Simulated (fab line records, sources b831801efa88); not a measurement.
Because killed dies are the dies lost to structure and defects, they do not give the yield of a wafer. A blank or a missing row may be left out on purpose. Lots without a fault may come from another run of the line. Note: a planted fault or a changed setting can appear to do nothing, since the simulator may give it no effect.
Chamber matching ; flow gf180mcu ; GF_V1_CVD_02 on pecvd-01: 3 sister chambers
The step deposits SiO2 from TEOS, target thk 850 nm, time 94.851 s. 6 wafers are shown with their chamber, then 11 later ones without.

## EACH WAFER AND ITS CHAMBER
wafer;chamber;heater_power_w (W)
L086.2;0;658
L088.6;1;533
L090.1;1;638
L090.2;0;675
L090.3;2;643
L090.4;2;682

## WAFERS WITH NO CHAMBER GIVEN
wafer;heater_power_w (W)
L090.5;721
L090.6;656
L093.4;735
L093.5;550
L093.6;645
L095.1;664
L095.4;657
L095.5;693
L097.1;558
L097.3;678
L097.5;639

## THE CHAMBER EACH PASSED THROUGH
wafer;from the rows above;in truth
L090.5;can't be placed: 0 or 2 or 1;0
L090.6;can't be placed: 2 or 0 or 1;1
L093.4;can't be placed: 0 or 2 or 1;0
L093.5;can't be placed: 1 or 2 or 0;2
L093.6;can't be placed: 2 or 0 or 1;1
L095.1;can't be placed: 2 or 0 or 1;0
L095.4;can't be placed: 2 or 0 or 1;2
L095.5;can't be placed: 0 or 2 or 1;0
L097.1;can't be placed: 1 or 2 or 0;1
L097.3;can't be placed: 0 or 2 or 1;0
L097.5;can't be placed: 2 or 0 or 1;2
Correct placement for 0 of the 11. From these rows, 11 cannot be placed; in 11 the true chamber is one of the candidates. Wrongly placed: 0.
How it was worked out, from the rows above alone: a wafer's distance from a chamber is the root of the sum, over the readings, of the square of ((its reading less the chamber's mean) divided by the reading's scatter). The wafer belongs to the nearest chamber; if the next one is less than 2 further off, it can't be placed. A chamber's mean is the mean of its shown wafers. The scatter: take each reading less its chamber's mean, square it, sum over the shown wafers, divide by the number of wafers less the number of chambers, and take the root.
